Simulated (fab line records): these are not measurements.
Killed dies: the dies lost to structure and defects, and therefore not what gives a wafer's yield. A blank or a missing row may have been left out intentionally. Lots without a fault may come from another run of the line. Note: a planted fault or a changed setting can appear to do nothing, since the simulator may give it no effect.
Chamber matching | flow sky130 | SKY_VIA2_ETCH_15 on rie-diel-04: 4 sister chambers
The step etches SiO2 in C4F8/O2/Ar, stops on TiN, target depth 546 nm, time 84 s. 7 wafers are shown with their chamber, then 7 later ones without.

## WAFERS WITH THEIR CHAMBER
wafer  | chamber | oes-product-au (a.u.)
L573.2 | 3       | 0.939
L575.1 | 0       | 0.948
L575.2 | 1       | 0.943
L576.2 | 0       | 0.943
L576.6 | 1       | 0.940
L577.1 | 2       | 0.936
L577.5 | 2       | 0.935

## WAFERS WITH NO CHAMBER GIVEN
wafer  | oes-product-au (a.u.)
L577.6 | 0.934
L592.1 | 0.935
L592.2 | 0.936
L592.5 | 0.941
L593.4 | 0.941
L593.5 | 0.944
L593.6 | 0.944

## WHICH CHAMBER EACH ONE RAN IN
wafer  | from the rows above          | in truth
L577.6 | can't be placed: 2 or 3      | 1
L592.1 | can't be placed: 2 or 3      | 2
L592.2 | can't be placed: 2 or 3      | 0
L592.5 | can't be placed: 1 or 3 or 0 | 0
L593.4 | can't be placed: 1 or 3 or 0 | 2
L593.5 | can't be placed: 0 or 1 or 3 | 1
L593.6 | can't be placed: 0 or 1 or 3 | 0
0 of 7 placed correctly. Cannot be placed on the basis of these rows: 7; the candidates contain the true chamber in 4. Number placed wrongly: 0.
How it was worked out, from the rows above alone: a wafer's distance from a chamber is the root of the sum, over the readings, of the square of ((its reading less the chamber's mean) divided by the reading's scatter). The wafer belongs to the nearest chamber; if the next one is less than 2 further off, it can't be placed. Each chamber's mean is taken over the wafers shown for it. The scatter: take each reading less its chamber's mean, square it, sum over the shown wafers, divide by the number of wafers less the number of chambers, and take the root.
